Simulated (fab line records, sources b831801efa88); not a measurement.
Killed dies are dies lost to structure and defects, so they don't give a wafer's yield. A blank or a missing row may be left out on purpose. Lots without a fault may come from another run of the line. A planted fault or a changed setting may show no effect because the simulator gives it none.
A struck lot beside a sound one | flow sky130 | 28 steps out of a route of 708
Sound: wafers L695.2, L695.3, L695.5. Struck: wafers L683.1, L683.4, L683.6. The cause comes at the end.
At each step with rows: each side's tool, then ch and its chambers, then its first start. Under that, the readings that differ: sound wafers | struck wafers | difference of the means | sigmas: that difference in standard deviations of wafers without a fault.
alike: readings whose means differ by less than 2 such deviations, and words and numbers that are the same on both sides. not compared: withheld readings, readings that some wafer has no value for, bounds like >300 that may hide the same value, and numbers for which the record gives no deviation and whose values overlap.
The two part at a step that has a row with sigmas, a row that says differs or no value, or rows on one side only. Numbers that don't overlap but have no deviation are shown without sigmas and don't part them. A reading that every wafer of one side lacks parts them only if that side has two wafers or more.

first, 1 step without rows for these wafers: SKY_DNWELL_IMPLANT_07.
SKY_DNWELL_STRIP_08: strips in O2/N2.
  sound on plasma_asher-03 ch 0,1, day 8 03:17; struck on plasma_asher-03 ch 0,1, day 5 04:17
  alike: chamber_pressure_mTorr, drypump_motor_current_A, oes_product_au, strip_time_to_endpoint_s
  not compared: rf_hours_counter_h
SKY_DNWELL_TW_MEAS_09:
  sound on film_metro-02, day 8 03:24; struck on film_metro-03, day 5 04:23
  alike: DNWELL_TW
then, 7 steps without rows for these wafers: SKY_PWDE_DEHYDRATE_00 (time 60 s); SKY_PWDE_HMDS_01 (prime time 60 s); SKY_PWDE_COAT_02 (resist thk 3000 nm); SKY_PWDE_SOFTBAKE_03; SKY_PWDE_EXPOSE_04 (exposes mask PWDEM, target cd 840 nm); SKY_PWDE_PEB_05; SKY_PWDE_DEVELOP_06 (develop time 60 s).
SKY_PWDE_OVL_MEAS_07:
  sound on overlay-02, day 9 00:14; struck on overlay-02, day 5 22:32
  alike: PWDE_OVL
then, 1 step without rows for these wafers: SKY_PWDE_IMPLANT_08.
SKY_PWDE_STRIP_09: strips in O2/N2.
  sound on plasma_asher-02 ch 0,1, day 9 00:25; struck on plasma_asher-04 ch 0,1, day 5 22:44
  no value came back on the struck wafers for chamber_pressure_mTorr (mTorr), drypump_motor_current_A (A), oes_product_au (a.u.), strip_time_to_endpoint_s (s); on the sound wafers chamber_pressure_mTorr (mTorr) reads 1503.5 1498.8 1500.7
  reading                                | sound | struck         | difference | sigmas
  model.coat_of_PWDE_COAT_02.thk_nm (nm) | 0 0 0 | 2988 2994 2996 | +2993      |
  not compared: rf_hours_counter_h
SKY_PWDE_TW_MEAS_10:
  sound on film_metro-04, day 9 00:32; struck on film_metro-02, day 5 22:50
  alike: PWDE_TW
then, 7 steps without rows for these wafers: SKY_NWELL_DEHYDRATE_03 (time 60 s); SKY_NWELL_HMDS_04 (prime time 60 s); SKY_NWELL_COAT_05 (resist thk 3000 nm); SKY_NWELL_SOFTBAKE_06; SKY_NWELL_EXPOSE_07 (exposes mask NWM, target cd 840 nm); SKY_NWELL_PEB_08; SKY_NWELL_DEVELOP_09 (develop time 60 s).
SKY_NWELL_OVL_MEAS_10:
  sound on overlay-01, day 9 21:12; struck on overlay-01, day 6 16:48
  alike: NWELL_00_OVL
then, 3 steps without rows for these wafers: SKY_NWELL_IMPLANT_11; SKY_NWELL_IMPLANT_12; SKY_NWELL_IMPLANT_13.
SKY_NWELL_STRIP_14: strips in O2/N2.
  sound on plasma_asher-02 ch 0,1, day 9 21:41; struck on plasma_asher-04 ch 0,1, day 6 17:17
  reading                      | sound             | struck            | difference | sigmas
  oes_product_au (a.u.)        | 0.724 0.722 0.720 | 0.736 0.731 0.744 | +0.015     | +3
  strip_time_to_endpoint_s (s) | 37.06 37.05 36.97 | 81.11 81.24 81.20 | +44.16     | +99 or more
  alike: chamber_pressure_mTorr, drypump_motor_current_A
  not compared: rf_hours_counter_h
SKY_NWELL_TW_MEAS_15:
  sound on film_metro-03, day 9 21:47; struck on film_metro-04, day 6 17:37
  reading  | sound          | struck   | difference | sigmas
  NWELL_TW | 1821 1820 1832 | 30 30 30 | -1794      | -99 or more
  not compared: hold
then, 1 step without rows for these wafers: SKY_PAD_OPEN_PROBE_99.

WHERE THEY PART
First at SKY_PWDE_STRIP_09; last, within this record, at SKY_NWELL_TW_MEAS_15.

WHY: what the simulator had put in
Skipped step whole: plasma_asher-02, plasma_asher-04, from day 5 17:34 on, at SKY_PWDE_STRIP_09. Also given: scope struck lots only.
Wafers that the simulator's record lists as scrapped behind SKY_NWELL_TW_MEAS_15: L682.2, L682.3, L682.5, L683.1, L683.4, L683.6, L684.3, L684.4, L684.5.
